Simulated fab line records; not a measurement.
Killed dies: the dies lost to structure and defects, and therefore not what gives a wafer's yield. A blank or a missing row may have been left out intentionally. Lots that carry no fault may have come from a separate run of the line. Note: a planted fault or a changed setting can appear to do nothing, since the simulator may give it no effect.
Chamber matching || flow gf180mcu || GF_V1_CMP_26 on cmp-01: 4 sister chambers
The step polishes, stops on SiO2, t overpolish 15 s, target thk 0 nm. 24 wafers are shown with their chamber, then 12 later ones without.

WAFERS, EACH WITH ITS CHAMBER
{"wafer": "L074.2", "chamber": 1, "motorCurrentA (A)": 11.1, "timeToEndpointS (s)": 91, "overpolishRunS (s)": 14.980}
{"wafer": "L074.3", "chamber": 0, "motorCurrentA (A)": 11.5, "timeToEndpointS (s)": 89, "overpolishRunS (s)": 14.987}
{"wafer": "L074.5", "chamber": 2, "motorCurrentA (A)": 10.5, "timeToEndpointS (s)": 83, "overpolishRunS (s)": 14.998}
{"wafer": "L078.1", "chamber": 0, "motorCurrentA (A)": 10.6, "timeToEndpointS (s)": 87, "overpolishRunS (s)": 14.990}
{"wafer": "L078.2", "chamber": 2, "motorCurrentA (A)": 10.2, "timeToEndpointS (s)": 80, "overpolishRunS (s)": 14.996}
{"wafer": "L078.3", "chamber": 3, "motorCurrentA (A)": 10.5, "timeToEndpointS (s)": 79, "overpolishRunS (s)": 15.006}
{"wafer": "L080.1", "chamber": 3, "motorCurrentA (A)": 11.0, "timeToEndpointS (s)": 77, "overpolishRunS (s)": 15.005}
{"wafer": "L080.2", "chamber": 2, "motorCurrentA (A)": 10.4, "timeToEndpointS (s)": 84, "overpolishRunS (s)": 14.996}
{"wafer": "L080.4", "chamber": 0, "motorCurrentA (A)": 11.2, "timeToEndpointS (s)": 84, "overpolishRunS (s)": 15.000}
{"wafer": "L081.1", "chamber": 3, "motorCurrentA (A)": 10.7, "timeToEndpointS (s)": 81, "overpolishRunS (s)": 14.983}
{"wafer": "L081.5", "chamber": 0, "motorCurrentA (A)": 11.6, "timeToEndpointS (s)": 85, "overpolishRunS (s)": 15.012}
{"wafer": "L081.6", "chamber": 1, "motorCurrentA (A)": 11.5, "timeToEndpointS (s)": 85, "overpolishRunS (s)": 15.010}
{"wafer": "L084.1", "chamber": 3, "motorCurrentA (A)": 10.4, "timeToEndpointS (s)": 83, "overpolishRunS (s)": 14.999}
{"wafer": "L084.2", "chamber": 0, "motorCurrentA (A)": 11.7, "timeToEndpointS (s)": 87, "overpolishRunS (s)": 14.986}
{"wafer": "L084.4", "chamber": 2, "motorCurrentA (A)": 10.0, "timeToEndpointS (s)": 81, "overpolishRunS (s)": 15.006}
{"wafer": "L085.2", "chamber": 1, "motorCurrentA (A)": 11.1, "timeToEndpointS (s)": 88, "overpolishRunS (s)": 15.018}
{"wafer": "L085.5", "chamber": 3, "motorCurrentA (A)": 10.5, "timeToEndpointS (s)": 82, "overpolishRunS (s)": 15.001}
{"wafer": "L085.6", "chamber": 2, "motorCurrentA (A)": 10.3, "timeToEndpointS (s)": 81, "overpolishRunS (s)": 14.999}
{"wafer": "L088.3", "chamber": 1, "motorCurrentA (A)": 11.5, "timeToEndpointS (s)": 88, "overpolishRunS (s)": 15.009}
{"wafer": "L088.4", "chamber": 2, "motorCurrentA (A)": 10.8, "timeToEndpointS (s)": 80, "overpolishRunS (s)": 15.010}
{"wafer": "L088.5", "chamber": 3, "motorCurrentA (A)": 10.3, "timeToEndpointS (s)": 82, "overpolishRunS (s)": 14.998}
{"wafer": "L090.3", "chamber": 0, "motorCurrentA (A)": 11.6, "timeToEndpointS (s)": 91, "overpolishRunS (s)": 15.002}
{"wafer": "L090.5", "chamber": 3, "motorCurrentA (A)": 10.5, "timeToEndpointS (s)": 85, "overpolishRunS (s)": 14.996}
{"wafer": "L090.6", "chamber": 2, "motorCurrentA (A)": 10.5, "timeToEndpointS (s)": 85, "overpolishRunS (s)": 14.997}

SIGNATURES (averages over the wafers above)
{"reading": "motorCurrentA", "chamber 0": 11.367, "chamber 1": 11.300, "chamber 2": 10.386, "chamber 3": 10.557, "scatter within a chamber": 0.293}
{"reading": "timeToEndpointS", "chamber 0": 87.17, "chamber 1": 88.00, "chamber 2": 82.00, "chamber 3": 81.29, "scatter within a chamber": 2.41}
{"reading": "overpolishRunS", "chamber 0": 14.99617, "chamber 1": 15.00425, "chamber 2": 15.00029, "chamber 3": 14.99829, "scatter within a chamber": 0.00972}
Rule: a wafer lies at a distance from a chamber equal to the root of the sum of squares, over the readings, of (its reading less the chamber's mean, divided by the reading's scatter). The wafer belongs to the nearest chamber; if the next one is less than 2 further off, it can't be placed. The scatter: the root of (the sum of the squares of (reading less its chamber's mean) over the shown wafers, divided by (wafers less chambers)).

WAFERS WITHOUT THEIR CHAMBER
{"wafer": "L091.2", "motorCurrentA (A)": 10.2, "timeToEndpointS (s)": 87, "overpolishRunS (s)": 14.987}
{"wafer": "L091.3", "motorCurrentA (A)": 11.8, "timeToEndpointS (s)": 93, "overpolishRunS (s)": 14.996}
{"wafer": "L091.4", "motorCurrentA (A)": 11.3, "timeToEndpointS (s)": 92, "overpolishRunS (s)": 15.006}
{"wafer": "L093.2", "motorCurrentA (A)": 10.7, "timeToEndpointS (s)": 82, "overpolishRunS (s)": 14.999}
{"wafer": "L093.3", "motorCurrentA (A)": 10.2, "timeToEndpointS (s)": 86, "overpolishRunS (s)": 15.011}
{"wafer": "L093.5", "motorCurrentA (A)": 11.7, "timeToEndpointS (s)": 91, "overpolishRunS (s)": 14.980}
{"wafer": "L095.2", "motorCurrentA (A)": 11.7, "timeToEndpointS (s)": 89, "overpolishRunS (s)": 15.005}
{"wafer": "L095.4", "motorCurrentA (A)": 11.0, "timeToEndpointS (s)": 85, "overpolishRunS (s)": 15.004}
{"wafer": "L095.6", "motorCurrentA (A)": 10.5, "timeToEndpointS (s)": 83, "overpolishRunS (s)": 15.005}
{"wafer": "L097.1", "motorCurrentA (A)": 11.1, "timeToEndpointS (s)": 82, "overpolishRunS (s)": 15.010}
{"wafer": "L097.2", "motorCurrentA (A)": 10.7, "timeToEndpointS (s)": 91, "overpolishRunS (s)": 14.996}
{"wafer": "L097.4", "motorCurrentA (A)": 10.9, "timeToEndpointS (s)": 86, "overpolishRunS (s)": 15.014}

EACH ONE'S CHAMBER
{"wafer": "L091.2", "from the rows above": "can't be placed: 2 or 3 or 0 or 1", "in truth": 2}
{"wafer": "L091.3", "from the rows above": "can't be placed: 1 or 0", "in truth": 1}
{"wafer": "L091.4", "from the rows above": "can't be placed: 1 or 0", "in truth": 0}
{"wafer": "L093.2", "from the rows above": "can't be placed: 3 or 2", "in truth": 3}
{"wafer": "L093.3", "from the rows above": "can't be placed: 2 or 3 or 1", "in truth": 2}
{"wafer": "L093.5", "from the rows above": "can't be placed: 0 or 1", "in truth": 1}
{"wafer": "L095.2", "from the rows above": "can't be placed: 1 or 0", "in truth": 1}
{"wafer": "L095.4", "from the rows above": "can't be placed: 1 or 0 or 3 or 2", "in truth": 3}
{"wafer": "L095.6", "from the rows above": "can't be placed: 2 or 3", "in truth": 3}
{"wafer": "L097.1", "from the rows above": "can't be placed: 3 or 2 or 1 or 0", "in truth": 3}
{"wafer": "L097.2", "from the rows above": "can't be placed: 1 or 0 or 2 or 3", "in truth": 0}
{"wafer": "L097.4", "from the rows above": "can't be placed: 1 or 0 or 3 or 2", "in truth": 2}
0 of 12 placed correctly. These rows do not allow placing 12 (true chamber among the candidates in 12). Placed wrongly: 0.
